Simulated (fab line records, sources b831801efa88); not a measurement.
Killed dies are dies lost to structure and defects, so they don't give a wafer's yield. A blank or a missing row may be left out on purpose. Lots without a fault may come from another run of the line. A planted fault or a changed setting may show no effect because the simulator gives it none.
Which tool did it? | flow sky130 | 6 lots, 18 wafers sampled, at 4 steps of a route of 708

WHAT THE GAUGES READ, wafer by wafer
SKY_VIA4_BOW_MEAS_03.
lot  | measured     | on            | VIA4_BOW (um)
L127 | day 41 12:34 | film_metro-04 | 77 66 65
L129 | day 42 22:08 | film_metro-03 | 70 69 82
L136 | day 44 23:20 | film_metro-02 | 89 91 79
L143 | day 47 01:27 | film_metro-03 | 82 85 89
L148 | day 47 17:02 | film_metro-02 | 62 75 55
L149 | day 47 22:33 | film_metro-04 | 75 83 86

WHICH TOOL RAN EACH LOT (tool, then ch and the chambers of the sampled wafers, then the start)
lot  | SKY_VIA1_STRIP_16                    | SKY_VIA2_CMP_02               | SKY_METAL3_ETCH_17
L127 | plasma_asher-02 ch 0,1, day 33 13:32 | cmp-01 ch 0,1,3, day 34 19:41 | rie_diel-04 ch 0,3, day 38 05:13
L129 | plasma_asher-02 ch 0,1, day 35 05:31 | cmp-01 ch 0,1,2, day 36 10:54 | rie_diel-01 ch 1,2, day 39 18:04
L136 | plasma_asher-01 ch 0,1, day 37 10:35 | cmp-02 ch 0,1,2, day 38 14:46 | rie_diel-02 ch 0,2,3, day 41 18:32
L143 | plasma_asher-02 ch 0,1, day 40 00:59 | cmp-01 ch 0,1,2, day 41 04:03 | rie_diel-02 ch 2,3, day 44 05:54
L148 | plasma_asher-01 ch 0,1, day 40 17:32 | cmp-02 ch 0,2,3, day 41 20:07 | rie_diel-04 ch 0,1,3, day 44 17:52
L149 | plasma_asher-01 ch 0,1, day 41 01:56 | cmp-01 ch 2,3, day 42 05:54   | rie_diel-04 ch 0,1,3, day 45 03:20
- SKY_VIA1_STRIP_16: strips in O2/N2.
- SKY_VIA2_CMP_02: polishes SiO2.
- SKY_METAL3_ETCH_17: etches SiO2 in C4F8/O2/Ar, stops on TiN, time 3.9 s, target depth 15 nm.

THE ANSWER, worked out from the rows above alone
Rule: what is usual is taken from the lots themselves. Put in order of their means at a reading, lots are off if they are a third of the lots or fewer, leave a main group of 4 or more, and stand apart from it by a gap of 3 or more times the standard deviation of the main group's means; of several such gaps the widest counts. A main group whose means are all the same, to the digits that the tables above print for the reading, isn't used. A lot without any number at a reading at which 4 lots or more have one is off too. The other lots that the step has rows for count as sound.
No lot is off at any reading shown: from this, nothing can be told.

WHAT THE SIMULATOR HAD PUT IN
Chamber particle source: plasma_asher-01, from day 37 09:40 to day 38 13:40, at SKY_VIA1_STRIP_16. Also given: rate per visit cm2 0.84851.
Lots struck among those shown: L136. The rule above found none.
